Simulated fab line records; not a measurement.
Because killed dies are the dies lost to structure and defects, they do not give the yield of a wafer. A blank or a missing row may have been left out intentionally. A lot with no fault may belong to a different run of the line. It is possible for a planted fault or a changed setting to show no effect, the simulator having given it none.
Chamber matching    flow gf180mcu    rie diel-01 running GF_STI_ETCH_13: 4 sister chambers
The step etches the open film in CHF3/O2, stops on Si, target depth 282.31 nm, time 112.9 s. 8 wafers are shown with their chamber, then 9 later ones without.

== WAFERS, EACH WITH ITS CHAMBER ==
wafer   chamber  drypump motor current A (A)  oes product au (a.u.)
L078.6  1        6.7                          0.836
L082.5  2        6.2                          0.822
L083.1  1        6.6                          0.837
L083.4  2        6.2                          0.843
L083.6  0        5.8                          0.844
L085.2  3        5.7                          0.841
L085.3  3        5.7                          0.832
L085.5  0        5.8                          0.832

== WAFERS MISSING THEIR CHAMBER ==
wafer   drypump motor current A (A)  oes product au (a.u.)
L087.1  5.8                          0.831
L087.2  5.7                          0.833
L087.5  6.2                          0.833
L092.1  5.8                          0.841
L092.4  6.2                          0.836
L092.5  5.8                          0.836
L097.4  5.8                          0.829
L097.5  6.6                          0.829
L097.6  6.2                          0.828

== THE CHAMBER EACH PASSED THROUGH ==
wafer   from the rows above      in truth
L087.1  0                        0
L087.2  3                        3
L087.5  2                        2
L092.1  0                        0
L092.4  2                        2
L092.5  0                        0
L097.4  can't be placed: 0 or 3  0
L097.5  1                        1
L097.6  2                        2
Correct placement for 8 of the 9. Can't be placed from these rows: 1 (the true chamber is among the candidates in 1). 0 placed wrongly.
How it was worked out, from the rows above alone: a wafer's distance from a chamber is the root of the sum, over the readings, of the square of ((its reading less the chamber's mean) divided by the reading's scatter). The wafer belongs to the nearest chamber; if the next one is less than 2 further off, it can't be placed. For every chamber, the mean is computed from those of its wafers that are shown. The scatter is the square root of a quotient: the sum, over the shown wafers, of each reading's squared deviation from its chamber's mean, divided by wafers minus chambers.
